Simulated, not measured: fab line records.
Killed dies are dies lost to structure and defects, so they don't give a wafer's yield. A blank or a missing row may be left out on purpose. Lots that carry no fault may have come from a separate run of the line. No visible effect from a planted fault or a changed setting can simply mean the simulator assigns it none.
Matching of chambers + flow sky130 + cmp-02 running SKY_VIA3_CMP_24: 4 sister chambers
The step polishes, stops on SiO2, t overpolish 20 s, target thk 0 nm. 8 wafers are shown with their chamber, then 9 later ones without.

## EACH WAFER AND ITS CHAMBER
| wafer  | chamber | motor-current-A (A) | time-to-endpoint-s (s) |
|--------|---------|---------------------|------------------------|
| L400.4 | 1       | 10.6                | 92                     |
| L400.6 | 2       | 11.1                | 94                     |
| L401.1 | 3       | 9.6                 | 83                     |
| L401.2 | 2       | 10.8                | 91                     |
| L401.6 | 0       | 10.1                | 93                     |
| L403.2 | 1       | 9.9                 | 91                     |
| L403.3 | 3       | 9.7                 | 86                     |
| L403.4 | 0       | 10.1                | 92                     |

## WAFERS WHOSE CHAMBER IS MISSING
| wafer  | motor-current-A (A) | time-to-endpoint-s (s) |
|--------|---------------------|------------------------|
| L412.1 | 11.1                | 93                     |
| L412.2 | 9.9                 | 92                     |
| L412.5 | 9.7                 | 97                     |
| L416.1 | 9.4                 | 87                     |
| L416.5 | 10.2                | 90                     |
| L416.6 | 10.1                | 87                     |
| L418.1 | 10.4                | 93                     |
| L418.2 | 9.8                 | 92                     |
| L418.4 | 10.9                | 92                     |

## WHICH CHAMBER EACH ONE RAN IN
| wafer  | from the rows above          | in truth                   |
|--------|------------------------------|----------------------------|
| L412.1 | 2                            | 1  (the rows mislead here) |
| L412.2 | can't be placed: 0 or 1      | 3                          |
| L412.5 | can't be placed: 0 or 1      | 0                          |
| L416.1 | 3                            | 3                          |
| L416.5 | can't be placed: 1 or 0      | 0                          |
| L416.6 | can't be placed: 3 or 1 or 0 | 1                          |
| L418.1 | can't be placed: 1 or 0 or 2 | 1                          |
| L418.2 | can't be placed: 0 or 1      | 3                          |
| L418.4 | 2                            | 2                          |
2 of 9 placed correctly. These rows do not allow placing 6 (true chamber among the candidates in 4). Wrongly placed: 1.
How it was worked out, from the rows above alone: a wafer's distance from a chamber is the root of the sum, over the readings, of the square of ((its reading less the chamber's mean) divided by the reading's scatter). If the next closest chamber is less than 2 further off than the closest, the wafer can't be placed; otherwise it belongs to the closest. A chamber's mean is the mean of its shown wafers. How the scatter is found: for the shown wafers, subtract from each reading the mean of its chamber, square and add these, divide the total by (wafers less chambers), then take the root.
